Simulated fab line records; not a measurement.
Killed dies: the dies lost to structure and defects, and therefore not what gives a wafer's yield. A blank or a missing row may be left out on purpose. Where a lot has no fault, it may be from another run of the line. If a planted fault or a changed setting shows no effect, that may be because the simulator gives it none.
The tool behind it: which one? | flow sky130 | 7 lots, 21 wafers sampled, at 1 step of a route of 708

## WHAT THE GAUGES SHOWED, per wafer
SKY_VT_ADJUST_HVTP_OVL_MEAS_08.
lot  | measured     | on         | VT_ADJUST_HVTP_OVL (nm)
L987 | day 6 10:39  | overlay-02 | 1.4 -1.3 0.7
L992 | day 7 17:13  | overlay-02 | -0.9 0.9 0.2
L995 | day 8 16:52  | overlay-02 | 0.7 -1.0 -0.1
L997 | day 8 23:53  | overlay-02 | -1.0 -0.7 -1.0
L999 | day 9 12:13  | overlay-02 | 1.0 0.8 -0.4
L106 | day 11 08:13 | overlay-01 | -1.4 -0.9 -1.8
L109 | day 12 00:50 | overlay-02 | -1.2 -0.4 -0.8

## EACH LOT AND THE TOOL THAT RAN IT (in order: tool; ch and the chambers of the sampled wafers; start)
No process step before these readings appears in the record.

## THE ANSWER, worked out from the rows above alone
Rule: what is usual is taken from the lots themselves. The widest of any qualifying gaps counts: lots, ordered by their means at a reading, are off when they make up no more than a third of the lots, leave a main group of 4 or more, and stand apart from it by 3 or more times the standard deviation of that group's means. Not used: any main group whose means are identical at the precision the tables above print for the reading. Also off: a lot with no number at a reading for which 4 or more lots have one. The other lots that the step has rows for count as sound.
None of the lots is off at any reading shown; this tells nothing.

## WHAT THE SIMULATOR HAD PUT IN
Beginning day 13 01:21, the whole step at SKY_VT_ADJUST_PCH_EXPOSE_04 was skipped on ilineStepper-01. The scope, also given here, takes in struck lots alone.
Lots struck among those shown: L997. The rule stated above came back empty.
